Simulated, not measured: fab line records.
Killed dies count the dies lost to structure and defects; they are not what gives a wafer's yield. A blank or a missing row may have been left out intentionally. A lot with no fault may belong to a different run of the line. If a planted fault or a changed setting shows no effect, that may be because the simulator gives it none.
Commonality check across tools    flow sky130    Sample size 12 lots and 36 wafers

== THE REASON FOR OPENING IT ==
At SKY_SD_N_RS_MEAS_16 the reading SD_N_RS is flagged on 2 of 12 lots. Wafers without a fault read 68.54 ohm/sq, standard deviation 0.098.
Rule: a lot is flagged when every wafer of it that has a number lies more than 4 standard deviations from that mean, or none has a number. The rest of the lots are taken to be sound.

lot   measured      on             SD_N_RS (ohm/sq), wafer by wafer  flag
L493  day 27 17:54  film metro-03  68.48 68.44 68.49                 
L494  day 28 06:02  film metro-03  68.54 68.49 68.49                 
L495  day 29 04:32  film metro-04  68.55 68.71 68.59                 
L496  day 29 14:37  film metro-01  68.65 68.58 68.69                 
L499  day 30 08:13  film metro-04  68.41 68.44 68.47                 
L501  day 30 23:01  film metro-04  68.61 68.72 68.70                 
L502  day 31 04:35  film metro-03  68.55 68.44 68.49                 
L503  day 31 12:01  film metro-03  68.47 68.50 68.54                 
L510  day 33 18:49  film metro-01  62.81 62.78 62.79                 FLAGGED
L512  day 34 06:20  film metro-01  62.52 62.73 62.66                 FLAGGED
L513  day 34 13:47  film metro-03  68.33 68.48 68.43                 
L515  day 35 01:56  film metro-03  68.61 68.64 68.52                 
Average over the flagged lots: 62.72 ohm/sq; offset from the usual -5.83 ohm/sq, equal to -59 standard deviations.

== EACH LOT AND THE TOOL IT RAN ON ==
The record holds 1 process step before the reading, out of a route of 708 steps. Read each cell as the tool, then ch plus the chambers that the sampled wafers visited, then the start.
lot   flag     SKY_SD_N_RTA_14
L493           rtp anneal-01 ch 0, day 27 17:42
L494           rtp anneal-02 ch 0, day 28 05:51
L495           rtp anneal-01 ch 0, day 29 04:22
L496           rtp anneal-02 ch 0, day 29 14:26
L499           rtp anneal-01 ch 0, day 30 08:02
L501           rtp anneal-01 ch 0, day 30 22:49
L502           rtp anneal-02 ch 0, day 31 04:24
L503           rtp anneal-01 ch 0, day 31 11:51
L510  FLAGGED  rtp anneal-02 ch 0, day 33 18:38
L512  FLAGGED  rtp anneal-02 ch 0, day 34 06:10
L513           rtp anneal-01 ch 0, day 34 13:36
L515           rtp anneal-01 ch 0, day 35 01:46
What these steps do:
- SKY_SD_N_RTA_14: time 2 s.
- SKY_SD_N_RS_MEAS_16: measures by four-point-probe.

== FLAGGED OVER TOTAL, TOOL BY TOOL (the gauges that took the reading come last) ==
step                 tool           lots run  flagged  share of the flagged lots  sound lots run after its first flagged lot
SKY_SD_N_RTA_14      rtp anneal-01  7         0        none                       -
SKY_SD_N_RTA_14      rtp anneal-02  5         2        all                        0
SKY_SD_N_RS_MEAS_16  film metro-01  3         2        all                        0
SKY_SD_N_RS_MEAS_16  film metro-03  6         0        none                       -
SKY_SD_N_RS_MEAS_16  film metro-04  3         0        none                       -

== WHAT THE TABLE PERMITS ==
Every flagged lot went through 2 rows of the table: rtp anneal-02 at SKY_SD_N_RTA_14 and film metro-01 at SKY_SD_N_RS_MEAS_16.
- rtp anneal-02 at SKY_SD_N_RTA_14 ran 5 lots, 2 of them flagged. It ran its last sound lot, L502, at day 31 04:24 and its first flagged lot, L510, at day 33 18:38: a fault with its onset between the two fits. Its own readings (lamp power pct, wafer_temp_C_max) fall more than 4 standard deviations out on all wafers of the flagged lots.
- film metro-01 at SKY_SD_N_RS_MEAS_16 ran 3 lots, 2 of them flagged. It ran its last sound lot, L496, at day 29 14:37 and its first flagged lot, L510, at day 33 18:49: a fault with its onset between the two fits.
A lot count leaves these 2 tools indistinguishable: every one of them fits a fault beginning at some hour. More lots, or a look at what each step does to the wafer, might.

== WHAT THE SIMULATOR HAD INSERTED ==
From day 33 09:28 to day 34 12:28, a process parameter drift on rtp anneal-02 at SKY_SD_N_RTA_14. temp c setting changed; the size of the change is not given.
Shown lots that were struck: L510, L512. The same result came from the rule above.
